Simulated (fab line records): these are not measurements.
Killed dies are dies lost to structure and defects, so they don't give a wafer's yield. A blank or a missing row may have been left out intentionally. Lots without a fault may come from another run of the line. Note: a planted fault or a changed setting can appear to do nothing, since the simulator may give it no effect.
Which tool did it? -- flow gf180mcu -- 7 lots, 21 wafers sampled, at 4 steps of a route of 602

## WHAT EACH GAUGE READ, for each wafer
GF_M2_THK_MEAS_06: measures by xrf.
lot,measured,on,M2_ALCU_THK (nm)
L373,day 18 10:29,film-metro-02,439 442 444
L375,day 19 07:37,film-metro-04,440 440 442
L384,day 22 14:08,film-metro-02,482 491 485
L386,day 23 17:07,film-metro-02,447 442 450
L388,day 24 18:47,film-metro-03,438 438 435
L391,day 25 13:25,film-metro-03,448 448 454
L395,day 26 12:46,film-metro-02,445 441 443

## TOOL THAT RAN EACH LOT (tool first, then ch and the chambers of the sampled wafers, then the start)
lot,GF_CONTACT_SPUTTER_23,GF_V1_CVD_23,GF_M2_SPUTTER_04
L373,"pvd-sputter-04, day 16 08:27","cvd-w-01 ch 0,1, day 18 09:32","pvd-sputter-02, day 18 10:19"
L375,"pvd-sputter-04, day 17 04:25","cvd-w-01 ch 0,1, day 19 06:40","pvd-sputter-04, day 19 07:27"
L384,"pvd-sputter-04, day 20 10:14","cvd-w-01 ch 0, day 22 13:11","pvd-sputter-02, day 22 13:58"
L386,"pvd-sputter-03, day 21 15:21","cvd-w-02 ch 0,1, day 23 16:11","pvd-sputter-02, day 23 16:57"
L388,"pvd-sputter-03, day 22 10:41","cvd-w-02 ch 0, day 24 17:50","pvd-sputter-01, day 24 18:37"
L391,"pvd-sputter-02, day 23 07:43","cvd-w-02 ch 0,1, day 25 12:20","pvd-sputter-01, day 25 13:15"
L395,"pvd-sputter-03, day 24 10:41","cvd-w-02 ch 0,1, day 26 11:50","pvd-sputter-01, day 26 12:36"
- GF_CONTACT_SPUTTER_23: material TiN, target thk 10 nm, time 40 s.
- GF_V1_CVD_23: deposits W, target thk 350 nm, time 105.05 s.
- GF_M2_SPUTTER_04: material TiN, target thk 50 nm, time 41.7 s.

## THE ANSWER, worked out from the rows above alone
Rule: usual is defined by the lots themselves. Put in order of their means at a reading, lots are off if they are a third of the lots or fewer, leave a main group of 4 or more, and stand apart from it by a gap of 3 or more times the standard deviation of the main group's means; of several such gaps the widest counts. A main group is skipped when, at the precision printed for the reading in the tables above, its means are all equal. Also off: a lot with no number at a reading for which 4 or more lots have one. Where the step has rows for the other lots, those lots are counted as sound.
Off: L384, at GF_M2_THK_MEAS_06 (M2_ALCU_THK). For the main group the mean is 443 nm and the standard deviation 4.1.
If a tool, at a process step before that reading, ran all the lots that are off and no sound lot after the first of them, it fits. Gauges at GF_M2_THK_MEAS_06: tried the same way as those tools. Can't be told from this: 2 tools fit, pvd-sputter-04 at GF_CONTACT_SPUTTER_23, cvd-w-01 at GF_V1_CVD_23.

## WHAT HAD BEEN PUT IN BY THE SIMULATOR
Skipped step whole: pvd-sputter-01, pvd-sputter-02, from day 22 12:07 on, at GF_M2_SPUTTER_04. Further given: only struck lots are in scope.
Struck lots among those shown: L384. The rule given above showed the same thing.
